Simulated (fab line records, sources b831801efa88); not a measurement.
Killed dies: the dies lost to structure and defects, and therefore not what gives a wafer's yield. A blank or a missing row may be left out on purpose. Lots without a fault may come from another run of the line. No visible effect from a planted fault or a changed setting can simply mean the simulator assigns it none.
A struck lot beside a sound one    flow sky130    36 steps out of a route of 708
Sound: these wafers, L373.1, L373.3, L373.5. Wafers struck: L378.2, L378.5, L378.6. Last of all comes the cause.
At each step with rows: each side's tool, then ch and its chambers, then its first start. Under that, the readings that differ: sound wafers    struck wafers    difference of the means    sigmas: that difference in standard deviations of wafers without a fault.
alike: same words and numbers on both sides, and readings whose means sit less than 2 such deviations apart. not compared: any withheld reading, any reading some wafer has no value for, any bound like >300 that may hide the same value, and any number with overlapping values for which the record gives no deviation.
A row with sigmas, a row that says differs or no value, or rows on one side alone: a step with any of these is where the two part. Non-overlapping numbers with no deviation appear without sigmas and do not part them. A reading that every wafer of one side lacks parts them only if that side has two wafers or more.

first, 10 steps without rows for these wafers: SKY_GATE_OXIDE_COAT_05 (resist thk 1140 nm); SKY_GATE_OXIDE_SOFTBAKE_06 (time 60 s); SKY_GATE_OXIDE_EXPOSE_07 (exposes mask LVOM, target cd 600 nm); SKY_GATE_OXIDE_PEB_08; SKY_GATE_OXIDE_DEVELOP_09 (develop time 60 s); SKY_GATE_OXIDE_IMPLANT_11; SKY_GATE_OXIDE_WET_ETCH_12 (etches SiO2 in dHF, target depth 16.8 nm, time 336 s); SKY_GATE_OXIDE_STRIP_13 (strips in O2/N2); SKY_GATE_OXIDE_CLEAN_15 (cleans in SC1/SC2, time 150 s); SKY_GATE_OXIDE_OXIDATION_16 (stabilise 600 s, purge 300 s, target thk 3.57 nm).
SKY_POLY_GATE_CVD_00: deposits poly-Si, target thk 180 nm, time 720 s.
  sound on lpcvd-01 ch 0, day 16 07:10; struck on lpcvd-01 ch 0, day 18 09:07
reading                                        sound                 struck                difference  sigmas
susceptor temp C (C)                           620.43 620.63 620.69  620.29 619.69 620.15  -0.54       -2
model.poly-Si_of_POLY_GATE_CVD_00.thk nm (nm)  179.7 180.6 181.4     144.5 144.5 144.4     -36.1       
  alike: spike tc centre C, spike tc upper C
SKY_POLY_GATE_THK_MEAS_01:
  sound: film metro-03 at day 16 08:22; struck: film metro-03 at day 18 10:20
reading                    sound              struck             difference  sigmas
POLY_GATE_CVD_00_THK (nm)  179.8 180.7 181.5  144.4 144.5 144.4  -36.2       -24
then, 9 steps without rows for these wafers: SKY_RES_PROTECT_DEHYDRATE_00 (time 60 s); SKY_RES_PROTECT_HMDS_01 (prime time 60 s); SKY_RES_PROTECT_COAT_02 (resist thk 1140 nm); SKY_RES_PROTECT_SOFTBAKE_03 (time 60 s); SKY_RES_PROTECT_EXPOSE_04 (exposes mask RPM, target cd 1270 nm); SKY_RES_PROTECT_PEB_05; SKY_RES_PROTECT_DEVELOP_06 (develop time 60 s); SKY_POLY_GATE_IMPLANT_02; SKY_RES_PROTECT_STRIP_07 (strips in O2/N2).
SKY_RES_PROTECT_CLEAN_09: cleans in SC1/SC2, time 150 s.
  sound on wet bench-02 ch 2, day 17 12:47; struck on wet bench-04 ch 0, day 19 18:42
reading                                        sound            struck             difference  sigmas
model.poly-Si_of_POLY_GATE_CVD_00.thk nm (nm)  179.1 180 180.8  143.9 143.9 143.7  -36.1       
then, 11 steps without rows for these wafers: SKY_POLY_GATE_CVD_03 (deposits Si3N4 from DCS/NH3, target thk 75 nm, time 1290 s); SKY_POLY_GATE_DEHYDRATE_05 (time 60 s); SKY_POLY_GATE_HMDS_06 (prime time 60 s); SKY_POLY_GATE_COAT_07 (resist thk 110 nm); SKY_POLY_GATE_COAT_08 (resist thk 450 nm); SKY_POLY_GATE_SOFTBAKE_09 (time 90 s); SKY_POLY_GATE_EXPOSE_10 (exposes mask P1M, target cd 150 nm); SKY_POLY_GATE_PEB_11; SKY_POLY_GATE_DEVELOP_12 (develop time 60 s); SKY_POLY_GATE_ETCH_15 (etches BARC in N2/H2, stops on SiO2, time 118.5 s, target depth 110 nm); SKY_POLY_GATE_ETCH_16 (etches Si3N4 in CH3F/O2, stops on poly-Si, time 147.5 s, target depth 75 nm).
SKY_POLY_GATE_ETCH_17: etches poly-Si in HBr/Cl2, stops on SiO2, target depth 180 nm, time 70.5 s.
  sound on rie si-02 ch 1,2,3, day 19 00:44; struck on rie si-02 ch 1,2, day 21 06:05
reading                                sound              struck             difference  sigmas
oes product au (a.u.)                  0.992 0.991 0.978  0.850 0.857 0.837  -0.139      -19
model.POLY_GATE.feature depth nm (nm)  179.1 180 178.9    143.9 143.9 143.7  -35.5       
model.etch.depth nm (nm)               179.1 180 178.9    143.9 143.9 143.7  -35.5       
  alike: HBr_flow_sccm, drypump motor current A, mfc cl2 sccm, throttle valve pct
  not compared: rf hours counter h
then, 1 step without rows for these wafers: SKY_POLY_GATE_STRIP_18 (strips in O2/N2).
-- here the record skips 28 days between the struck wafers' starts before and after, leaving off in module POLY_GATE and picking up in module PAD_OPEN (first step shown: number 708 of the route) --
SKY_PAD_OPEN_PROBE_99:
  sound: prober-02 at day 47 17:18; struck: prober-01 at day 49 02:25
reading                               sound              struck             difference  sigmas
killed_at_M0_to_M3                    43 34 28           54 56 55           +20         +3
killed dies                           82 76 57           96 100 89          +23         +2
killed open                           41 40 33           53 61 52           +17         +2
model.etest.res xhigh po.line ohm um  5619 5794 6152     5264 5416 5344     -514        
model.etest.res xhigh po.rs ohm sq    1969 2006 2102     1833 1890 1846     -169        
model.etest.res high po.line ohm um   752.2 758.1 765.9  858.2 869.2 867.8  +106.3      
model.etest.tip sonos.rs ohm sq       2625 2618 2659     2510 2561 2577     -85         
model.etest.res poly.line ohm um      523 518.8 519      609.2 617.7 608    +91.4       
model.etest.res high po.rs ohm sq     262.5 262.7 268.3  300.2 304.9 300.9  +37.5       
model.etest.licon high po.rc ohm      351 360.8 359.1    309.6 331.9 320    -36.5       
model.etest.res poly.rs ohm sq        47.84 47.94 48.39  56.37 57.8 56.72   +8.91       
  alike: killed_at_M4_up, killed at contacts, killed at front end, killed at other, killed short

## WHERE THEY PART
First at SKY_POLY_GATE_CVD_00; last, within this record, at SKY_PAD_OPEN_PROBE_99.

WHY: whatever the simulator had introduced
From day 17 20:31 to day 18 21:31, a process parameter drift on lpcvd-01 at SKY_POLY_GATE_CVD_00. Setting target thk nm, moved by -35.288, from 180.
